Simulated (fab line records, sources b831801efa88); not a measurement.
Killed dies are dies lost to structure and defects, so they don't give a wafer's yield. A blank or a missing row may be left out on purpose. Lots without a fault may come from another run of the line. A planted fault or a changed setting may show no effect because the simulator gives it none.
A struck lot beside a sound one | flow sky130 | 17 steps out of a route of 708
Sound: wafers L642.3, L642.4, L642.6. Struck: wafers L649.1, L649.4, L649.5. The cause comes at the end.
At each step with rows: each side's tool, then ch and its chambers, then its first start. Under that, the readings that differ: sound wafers | struck wafers | difference of the means | sigmas: that difference in standard deviations of wafers without a fault.
alike: readings whose means differ by less than 2 such deviations, and words and numbers that are the same on both sides. not compared: withheld readings, readings that some wafer has no value for, bounds like >300 that may hide the same value, and numbers for which the record gives no deviation and whose values overlap.
The two part at a step that has a row with sigmas, a row that says differs or no value, or rows on one side only. Numbers that don't overlap but have no deviation are shown without sigmas and don't part them. A reading that every wafer of one side lacks parts them only if that side has two wafers or more.

SKY_VT_ADJUST_HVTP_OVL_MEAS_08:
  sound on overlay-01, day 7 04:46; struck on overlay-01, day 8 11:49
  alike: VT_ADJUST_HVTP_OVL
then, 1 step without rows for these wafers: SKY_VT_ADJUST_HVTP_IMPLANT_09.
SKY_VT_ADJUST_HVTP_STRIP_10: strips in O2/N2.
  sound on plasma_asher-01 ch 0,1, day 7 04:58; struck on plasma_asher-02 ch 0,1, day 8 12:00
  alike: chamber_pressure_mTorr, drypump_motor_current_A, oes_product_au, strip_time_to_endpoint_s
  not compared: rf_hours_counter_h
SKY_VT_ADJUST_HVTP_TW_MEAS_11:
  sound on film_metro-02, day 7 05:03; struck on film_metro-01, day 8 12:06
  alike: VT_ADJUST_HVTP_TW
then, 7 steps without rows for these wafers: SKY_VT_ADJUST_LVTN_DEHYDRATE_00 (time 60 s); SKY_VT_ADJUST_LVTN_HMDS_01 (prime time 60 s); SKY_VT_ADJUST_LVTN_COAT_02 (resist thk 3000 nm); SKY_VT_ADJUST_LVTN_SOFTBAKE_03; SKY_VT_ADJUST_LVTN_EXPOSE_04 (exposes mask NWM COMPLEMENT LESS NATIVE, target cd 840 nm); SKY_VT_ADJUST_LVTN_PEB_05; SKY_VT_ADJUST_LVTN_DEVELOP_06 (develop time 60 s).
SKY_VT_ADJUST_LVTN_OVL_MEAS_07:
  sound on overlay-02, day 8 00:58; struck on overlay-01, day 9 09:03
  alike: VT_ADJUST_LVTN_OVL
SKY_VT_ADJUST_LVTN_IMPLANT_08:
  sound on implanter-02 ch 0, day 8 01:02; struck on implanter-02 ch 0, day 9 09:05
  reading            | sound                            | struck                         | difference | sigmas
  dose_ions_cm2      | 1.5697e+12 1.5706e+12 1.5725e+12 | 1.04e+12 1.0375e+12 1.0402e+12 | -5.32e+11  | -99 or more
  faraday_current_uA | 8.94 8.73 8.80                   | 5.77 5.82 5.83                 | -3.02      | -17
SKY_VT_ADJUST_LVTN_STRIP_09: strips in O2/N2.
  sound on plasma_asher-01 ch 0,1, day 8 01:10; struck on plasma_asher-01 ch 0,1, day 9 09:14
  alike: chamber_pressure_mTorr, drypump_motor_current_A, oes_product_au, strip_time_to_endpoint_s
  not compared: rf_hours_counter_h
SKY_VT_ADJUST_LVTN_TW_MEAS_10:
  sound on film_metro-02, day 8 01:15; struck on film_metro-04, day 9 09:20
  reading           | sound             | struck            | difference | sigmas
  VT_ADJUST_LVTN_TW | 238.9 238.0 238.5 | 212.6 212.0 213.3 | -25.8      | -26
then, 1 step without rows for these wafers: SKY_VT_ADJUST_LVTN_DEHYDRATE_11 (time 60 s).
-- the record jumps here: 39 days lie between the struck wafers' starts before and after (it left off in module VT_ADJUST_LVTN and takes up again in module PAD_OPEN, whose first step shown is number 708 of the route) --
SKY_PAD_OPEN_PROBE_99:
  sound on prober-02, day 46 23:34; struck on prober-02, day 48 06:13
  reading                                   | sound                | struck               | difference | sigmas
  model.etest.nfet_01v8_lvt.vt_sat_v (V)    | 0.5375 0.5398 0.5397 | 0.5244 0.5175 0.5212 | -0.0180    |
  model.etest.nfet_01v8_lvt.vt_long_v (V)   | 0.4389 0.4395 0.4373 | 0.4249 0.4315 0.4264 | -0.0110    |
  model.etest.nfet_01v8_lvt.body_rise_v (V) | 0.1452 0.1503 0.1481 | 0.1334 0.1362 0.1342 | -0.0133    |
  model.etest.nfet_01v8.body_rise_v (V)     | 0.1796 0.182 0.1831  | 0.1737 0.175 0.1734  | -0.0075    |
  alike: killed_at_M0_to_M3, killed_at_M4_up, killed_at_contacts, killed_at_front_end, killed_at_other, killed_dies, killed_open, killed_short

WHERE THEY PART
First at SKY_VT_ADJUST_LVTN_IMPLANT_08; last, within this record, at SKY_VT_ADJUST_LVTN_TW_MEAS_10. Later steps at which nothing parts them and some readings are alike: SKY_PAD_OPEN_PROBE_99.

WHY: what the simulator had put in
Process parameter drift: implanter-02, from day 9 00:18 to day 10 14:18, at SKY_VT_ADJUST_LVTN_IMPLANT_08. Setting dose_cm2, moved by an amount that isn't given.
